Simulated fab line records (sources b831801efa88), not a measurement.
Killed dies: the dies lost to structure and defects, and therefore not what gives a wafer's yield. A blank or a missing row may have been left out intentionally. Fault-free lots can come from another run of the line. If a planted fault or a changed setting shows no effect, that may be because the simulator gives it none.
Chamber matching / flow gf180mcu / GF_PASSIVATION_CVD_00 on pecvd-01 has 3 sister chambers
The step deposits SiO2 from TEOS, target thk 1000 nm, time 113.8 s. 3 wafers are shown with their chamber, then 12 later ones without.

## EACH WAFER AND ITS CHAMBER
wafer=L088.4; chamber=2; heaterPowerW (W)=608
wafer=L088.5; chamber=0; heaterPowerW (W)=703
wafer=L088.6; chamber=1; heaterPowerW (W)=745

## WAFERS WHOSE CHAMBER IS MISSING
wafer=L087.1; heaterPowerW (W)=661
wafer=L087.4; heaterPowerW (W)=593
wafer=L087.6; heaterPowerW (W)=745
wafer=L093.1; heaterPowerW (W)=641
wafer=L093.5; heaterPowerW (W)=756
wafer=L093.6; heaterPowerW (W)=777
wafer=L095.3; heaterPowerW (W)=632
wafer=L095.4; heaterPowerW (W)=765
wafer=L095.6; heaterPowerW (W)=711
wafer=L096.4; heaterPowerW (W)=589
wafer=L096.5; heaterPowerW (W)=798
wafer=L096.6; heaterPowerW (W)=705

## THE CHAMBER EACH PASSED THROUGH
wafer=L087.1; from the rows above=can't be placed: 0 or 2 or 1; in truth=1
wafer=L087.4; from the rows above=2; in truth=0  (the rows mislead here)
wafer=L087.6; from the rows above=can't be placed: 1 or 0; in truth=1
wafer=L093.1; from the rows above=can't be placed: 2 or 0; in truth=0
wafer=L093.5; from the rows above=can't be placed: 1 or 0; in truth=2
wafer=L093.6; from the rows above=can't be placed: 1 or 0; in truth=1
wafer=L095.3; from the rows above=can't be placed: 2 or 0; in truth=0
wafer=L095.4; from the rows above=can't be placed: 1 or 0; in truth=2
wafer=L095.6; from the rows above=can't be placed: 0 or 1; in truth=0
wafer=L096.4; from the rows above=2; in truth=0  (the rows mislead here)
wafer=L096.5; from the rows above=can't be placed: 1 or 0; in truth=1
wafer=L096.6; from the rows above=can't be placed: 0 or 1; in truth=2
Correct placement for 0 of the 12. These rows do not allow placing 10 (true chamber among the candidates in 7). Number placed wrongly: 2.
How it was worked out, from the rows above alone: a wafer's distance from a chamber is the root of the sum, over the readings, of the square of ((its reading less the chamber's mean) divided by the reading's scatter). If the next closest chamber is less than 2 further off than the closest, the wafer can't be placed; otherwise it belongs to the closest. A chamber's mean is the mean of its shown wafers. The scatter: with one shown wafer a chamber, the root of the mean of the squares of how far each hidden wafer lies from its nearest shown one.
